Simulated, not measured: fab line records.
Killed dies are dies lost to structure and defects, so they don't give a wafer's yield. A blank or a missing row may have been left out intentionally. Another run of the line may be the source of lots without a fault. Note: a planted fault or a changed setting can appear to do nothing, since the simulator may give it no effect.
2 desks, one fault	flow gf180mcu	each desk has only its own numbers; what lay behind them comes last

== TOOL OWNER'S DESK, pvd sputter-04 ==
The tool's own readings at GF_M1_SPUTTER_02 (material AlCu, target thk 450 nm, time 23.9 s): means of the sampled wafers that have a number, for each lot that ran on this tool. The brackets show how far a lot's mean lies from the usual mean; more than 4 standard deviations puts the lot out of limits, marked OUT.
Columns: A = throttle valve pct at GF_M1_SPUTTER_02, usual 30.2 %
lot	first seen here	A
L945	day 16 06:20	29.2
L962	day 23 01:44	29.5
This desk's finding: nothing out of limits on any of the 2 lots.

== THE METROLOGY DESK ==
What the gauges read, lot by lot, whatever tool the lot ran on: means of the sampled wafers that have a number. The brackets show how far a lot's mean lies from the usual mean; more than 4 standard deviations puts the lot out of limits, marked OUT.
Columns: A = CONTACT_W_RS at GF_CONTACT_RS_MEAS_25, usual 0.381 ohm/sq; B = CONTACT_W_THK at GF_CONTACT_THK_MEAS_26, usual 302 nm; C = M1_ALCU_RS at GF_M1_RS_MEAS_05, usual 0.0693 ohm/sq; D = M1_ALCU_THK at GF_M1_THK_MEAS_06, usual 462 nm; E = cd nm at GF_M1_CD_MEAS_14, usual 230.6 nm; F = M1_OVL at GF_M1_OVL_MEAS_15, usual 2 nm
lot	first seen here	A	B	C	D	E	F
L945	day 16 05:46	0.383	302	0.0691	463	229.5	4
L947	day 17 09:10	0.380	303	0.0693	465	230.8	6
L962	day 23 01:08	0.381	300	0.0686	468	230.6	2
L966	day 23 22:08	0.380	300	0.0687	465	230.0	6
L967	day 24 07:23	0.384	301	0.0677	472	230.1	-3
This desk's finding: nothing out of limits on any of the 5 lots.

== ALL TOGETHER ==
Nothing out of limits was seen by the tool owner's desk.
The metrology desk saw nothing out of limits.

== WHAT THE SIMULATOR PUT IN ==
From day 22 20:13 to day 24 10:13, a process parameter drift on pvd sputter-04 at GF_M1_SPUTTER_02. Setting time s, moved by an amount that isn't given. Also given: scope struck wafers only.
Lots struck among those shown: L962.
